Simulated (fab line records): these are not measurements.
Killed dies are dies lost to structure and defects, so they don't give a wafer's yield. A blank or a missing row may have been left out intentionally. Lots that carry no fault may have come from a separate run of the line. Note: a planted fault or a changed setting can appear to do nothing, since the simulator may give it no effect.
Struck lot and sound lot, side by side | flow sky130 | 15 steps out of a route of 708
Sound: the wafers L210.1, L210.2, L210.3. The struck wafers were L212.1, L212.2, L212.6. Last of all comes the cause.
Each step with rows lists, per side, the tool, then ch with its chambers, then its first start. Under that, the readings that differ: sound wafers | struck wafers | difference of the means | sigmas: that difference in standard deviations of wafers without a fault.
alike: words and numbers the same on both sides, and readings whose means are apart by under 2 such deviations; not compared: readings that were withheld, readings missing a value for some wafer, numbers with overlapping values and no deviation given by the record, and bounds like >300 which may hide the same value.
The two part at a step that has a row with sigmas, a row that says differs or no value, or rows on one side only. Non-overlapping numbers with no deviation appear without sigmas and do not part them. A reading missing from all wafers of one side parts the sides only when that side holds two or more wafers.

first, 3 steps without rows for these wafers: SKY_LDD_P_EXPOSE_04 (exposes mask PSDM, target cd 380 nm); SKY_LDD_P_PEB_05; SKY_LDD_P_DEVELOP_06 (develop time 60 s).
SKY_LDD_P_CD_MEAS_07 targets a cd of 380 nm.
  sound: cdSem-02 at day 19 22:11; struck: cdSem-01 at day 20 22:45
reading   | sound             | struck            | difference | sigmas
cdNm (nm) | 379.2 378.4 378.3 | 382.9 385.0 385.9 | +6.0       | +2
SKY_LDD_P_OVL_MEAS_08:
  sound: overlay-01 at day 19 22:18; struck: overlay-02 at day 20 22:53
  alike: LDD_P_OVL
after that, 1 step had no rows for these wafers: SKY_LDD_P_IMPLANT_09.
SKY_LDD_P_STRIP_10: strips in O2/N2.
  sound on plasmaAsher-03 ch 0,1, day 19 22:29; struck on plasmaAsher-04 ch 0,1, day 20 23:04
  alike: chamberPressureMTorr, drypumpMotorCurrentA, oesProductAu, stripTimeToEndpointS
  not compared: rfHoursCounterH
SKY_LDD_P_TW_MEAS_11:
  sound: filmMetro-04 at day 19 22:35; struck: filmMetro-02 at day 20 23:10
  alike: LDD_P_TW
then, 4 steps without rows for these wafers: SKY_LDD_HVN_DEHYDRATE_00 (time 60 s); SKY_LDD_HVN_HMDS_01 (prime time 60 s); SKY_LDD_HVN_COAT_02 (resist thk 300 nm); SKY_LDD_HVN_SOFTBAKE_03 (time 60 s).
SKY_LDD_HVN_EXPOSE_04: exposes mask HVNTM, target cd 700 nm.
  sound on ilineStepper-02 ch 0, day 20 13:54; struck on ilineStepper-02 ch 0, day 21 13:55
reading | sound                   | struck                           | difference | sigmas
mask    | HVNTM#0 HVNTM#0 HVNTM#0 | HVNTM_R1#0 HVNTM_R1#0 HVNTM_R1#0 | differs    | 
after that, 1 step had no rows for these wafers: SKY_LDD_HVN_PEB_05.
SKY_PAD_OPEN_PROBE_99:
  rows exist in the record for the sound wafers here (prober-02, day 46 07:33), none for the struck ones

## WHERE THEY PART
At SKY_LDD_P_CD_MEAS_07 first; at SKY_PAD_OPEN_PROBE_99 last (within this record only).

WHY: the cause the simulator had injected
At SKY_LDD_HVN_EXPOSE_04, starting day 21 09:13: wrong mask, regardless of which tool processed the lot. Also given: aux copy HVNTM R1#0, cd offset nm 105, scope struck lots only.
